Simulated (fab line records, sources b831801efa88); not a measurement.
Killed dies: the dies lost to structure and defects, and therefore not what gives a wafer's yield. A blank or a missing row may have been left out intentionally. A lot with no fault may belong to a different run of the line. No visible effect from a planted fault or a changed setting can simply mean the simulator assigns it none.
Which tool was responsible?	flow gf180mcu	12 lots, 36 wafers sampled, at 4 steps of a route of 602

## WHAT EACH GAUGE READ, for each wafer
GF_STI_THK_MEAS_24. Usual: STI_CVD_23_THK 651 nm, standard deviation 6.5.
lot	measured	on	STI_CVD_23_THK (nm)	flag
L747	day 2 03:11	filmMetro-03	654 645 656	
L749	day 2 14:12	filmMetro-01	650 669 658	
L752	day 3 06:10	filmMetro-03	646 661 657	
L753	day 3 11:33	filmMetro-03	642 649 648	
L754	day 3 15:47	filmMetro-04	602 600 604 602 600 605	OFF
L755	day 3 20:52	filmMetro-01	657 657 652	
L756	day 4 01:16	filmMetro-03	643 642 645	
L758	day 4 13:14	filmMetro-04	607 606 610 606 606 610	OFF
L759	day 4 17:03	filmMetro-01	651 647 656	
L768	day 6 18:52	filmMetro-03	650 654 650	
L769	day 6 21:08	filmMetro-04	643 650 642	
L770	day 7 03:40	filmMetro-03	647 651 645	

GF_HV_LDD_CD_MEAS_46: target cd 400 nm. Usual: 397.6 nm for cdNm, sd 2.4.
lot	measured	on	cdNm (nm)	flag
L747	day 12 07:58	cdSem-01	392.6 394.9 396.2	
L749	day 12 21:38	cdSem-01	396.2 396.4 396.1	
L752	day 13 23:25	cdSem-02	399.0 396.3 398.0	
L753	day 14 09:25	cdSem-01	393.9 397.1 394.6	
L754	day 14 22:08	cdSem-01	396.9 399.8 396.9	
L755	day 15 02:37	cdSem-01	401.3 401.2 399.4	
L756	day 15 07:10	cdSem-01	397.3 397.3 397.5	
L758	day 16 03:38	cdSem-01	398.1 400.3 394.6	
L759	day 16 08:02	cdSem-02	395.3 396.0 395.1	
L768	day 19 14:10	cdSem-02	399.1 400.7 401.1	
L769	day 19 19:52	cdSem-02	402.2 399.4 399.8	
L770	day 20 06:59	cdSem-01	395.7 391.4 394.8	

## WHICH TOOL RAN EACH LOT (tool, then ch and the chambers of the sampled wafers, then the start)
lot	GF_STI_CVD_23	GF_HV_LDD_STRIP_22
L747	hdpcvd-02 ch 0,2, day 2 03:06	plasmaAsher-04 ch 0,1, day 10 17:46
L749	hdpcvd-02 ch 0,1,2, day 2 14:07	plasmaAsher-04 ch 0,1, day 11 06:28
L752	hdpcvd-01 ch 1,2, day 3 06:05	plasmaAsher-04 ch 0,1, day 12 06:30
L753	hdpcvd-02 ch 1,2, day 3 11:27	plasmaAsher-02 ch 0,1, day 12 15:20
L754	hdpcvd-02 ch 1,2, day 3 15:43	plasmaAsher-01 ch 0,1, day 13 03:26
L755	hdpcvd-01 ch 0,1,2, day 3 20:47	plasmaAsher-01 ch 0,1, day 13 09:07
L756	hdpcvd-01 ch 0,1, day 4 01:11	plasmaAsher-02 ch 0,1, day 13 12:24
L758	hdpcvd-02 ch 0,1,2, day 4 13:10	plasmaAsher-02 ch 0,1, day 14 08:28
L759	hdpcvd-01 ch 0,1,2, day 4 16:58	plasmaAsher-01 ch 0,1, day 14 11:57
L768	hdpcvd-02 ch 0,1, day 6 18:47	plasmaAsher-02 ch 0,1, day 17 14:40
L769	hdpcvd-01 ch 1,2, day 6 21:03	plasmaAsher-04 ch 0,1, day 17 18:42
L770	hdpcvd-01 ch 0,1,2, day 7 03:35	plasmaAsher-04 ch 0,1, day 18 06:20
- GF_STI_CVD_23: deposits SiO2, target thk 650 nm, time 108.3 s.
- GF_HV_LDD_STRIP_22: strips in O2/N2.

## AS READ BY THE TOOLS THEMSELVES (means over the sampled wafers that have a number; for cases with no such wafer, the mark the record gives instead)
GF_HV_LDD_STRIP_22. Usual: drypumpMotorCurrentA 5.72 A, standard deviation 0.28; heaterPowerW 321 W, standard deviation 35; oesProductAu 0.716 a.u., standard deviation 0.0048; stripTimeToEndpointS 12.61 s, standard deviation 0.035.
lot	tool	drypumpMotorCurrentA (A)	heaterPowerW (W)	oesProductAu (a.u.)	stripTimeToEndpointS (s)	flag
L747	plasmaAsher-04	5.64	313	0.712	12.56	
L749	plasmaAsher-04	5.50	305	0.718	12.66	
L752	plasmaAsher-04	5.49	302	0.718	12.64	
L753	plasmaAsher-02	6.05	303	0.717	12.66	
L754	plasmaAsher-01	5.88	364	0.716	12.53	
L755	plasmaAsher-01	5.69	368	0.708	12.62	
L756	plasmaAsher-02	5.95	279	0.714	12.65	
L758	plasmaAsher-02	6.05	301	0.715	12.56	
L759	plasmaAsher-01	5.70	361	0.719	12.61	
L768	plasmaAsher-02	6.04	304	0.718	12.63	
L769	plasmaAsher-04	5.62	310	0.718	12.63	
L770	plasmaAsher-04	5.50	305	0.712	12.56	

## THE ANSWER, worked out from the rows above alone
Rule: take the mean of a lot's wafers that have a number; if it is more than 3 standard deviations from the usual mean, the lot is off. A lot without any number at a reading at which 4 lots or more have one is off too. Where the step has rows for the other lots, those lots are counted as sound. The gauges are gone through in route order, then the tools' own readings, and for those a lot's mean is taken as printed above. The first step at which some lot is off is used, and at that step the reading that is off furthest; a lot without a number counts as furthest.
Off: at GF_STI_THK_MEAS_24 (STI_CVD_23_THK), L754, L758.
If a tool, at a process step before that reading, ran all the lots that are off and no sound lot after the first of them, it fits. Those tools and the gauges at GF_STI_THK_MEAS_24 are tried in the same way. None of those tried fits.

## WHAT THE SIMULATOR HAD PUT IN
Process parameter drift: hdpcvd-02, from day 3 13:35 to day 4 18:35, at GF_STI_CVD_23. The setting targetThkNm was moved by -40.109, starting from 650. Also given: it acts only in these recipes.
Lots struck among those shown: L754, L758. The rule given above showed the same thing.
